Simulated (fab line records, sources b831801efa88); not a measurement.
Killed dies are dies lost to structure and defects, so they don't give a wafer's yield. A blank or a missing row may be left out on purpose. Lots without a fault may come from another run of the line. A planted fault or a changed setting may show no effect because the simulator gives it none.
Which tool did it? | flow gf180mcu | 6 lots, 18 wafers sampled, at 3 steps of a route of 602

WHAT THE GAUGES READ, wafer by wafer
GF_VT_IMPLANT_TW_MEAS_21.
lot  | measured     | on            | VT_IMPLANT_2_TW
L266 | day 6 17:48  | film_metro-01 | 1211 1215 1211
L270 | day 7 18:37  | film_metro-04 | 1239 1230 1237
L275 | day 9 04:10  | film_metro-01 | 1276 1264 1269
L279 | day 10 05:52 | film_metro-04 | 1238 1235 1234
L284 | day 11 10:55 | film_metro-01 | 1218 1214 1222
L286 | day 12 09:37 | film_metro-01 | 1223 1224 1226

WHICH TOOL RAN EACH LOT (tool, then ch and the chambers of the sampled wafers, then the start)
lot  | GF_STI_CMP_25                | GF_VT_IMPLANT_IMPLANT_19
L266 | cmp-02 ch 0,1,2, day 2 13:52 | implanter-01 ch 0, day 6 17:34
L270 | cmp-02 ch 0,1,2, day 3 10:19 | implanter-01 ch 0, day 7 18:23
L275 | cmp-01 ch 0,1,3, day 4 14:01 | implanter-01 ch 0, day 9 03:55
L279 | cmp-02 ch 0,2, day 5 10:49   | implanter-02 ch 0, day 10 05:37
L284 | cmp-02 ch 0,1,2, day 6 10:29 | implanter-03 ch 0, day 11 10:38
L286 | cmp-02 ch 0,1,3, day 7 01:41 | implanter-03 ch 0, day 12 09:22
- GF_STI_CMP_25: polishes, stops on Si3N4, t overpolish 33 s, target thk 524.6 nm.
- GF_VT_IMPLANT_IMPLANT_19

THE ANSWER, worked out from the rows above alone
Rule: what is usual is taken from the lots themselves. Put in order of their means at a reading, lots are off if they are a third of the lots or fewer, leave a main group of 4 or more, and stand apart from it by a gap of 3 or more times the standard deviation of the main group's means; of several such gaps the widest counts. A main group whose means are all the same, to the digits that the tables above print for the reading, isn't used. A lot without any number at a reading at which 4 lots or more have one is off too. The other lots that the step has rows for count as sound.
Off: L275, at GF_VT_IMPLANT_TW_MEAS_21 (VT_IMPLANT_2_TW). The main group: mean 1225, standard deviation 9.3.
A tool fits if, at a process step before that reading, it ran every lot that is off, and no sound lot after the first of them. The gauges at GF_VT_IMPLANT_TW_MEAS_21 are tried like those tools. Can't be told from this: 2 tools fit, cmp-01 at GF_STI_CMP_25, implanter-01 at GF_VT_IMPLANT_IMPLANT_19.

WHAT THE SIMULATOR HAD PUT IN
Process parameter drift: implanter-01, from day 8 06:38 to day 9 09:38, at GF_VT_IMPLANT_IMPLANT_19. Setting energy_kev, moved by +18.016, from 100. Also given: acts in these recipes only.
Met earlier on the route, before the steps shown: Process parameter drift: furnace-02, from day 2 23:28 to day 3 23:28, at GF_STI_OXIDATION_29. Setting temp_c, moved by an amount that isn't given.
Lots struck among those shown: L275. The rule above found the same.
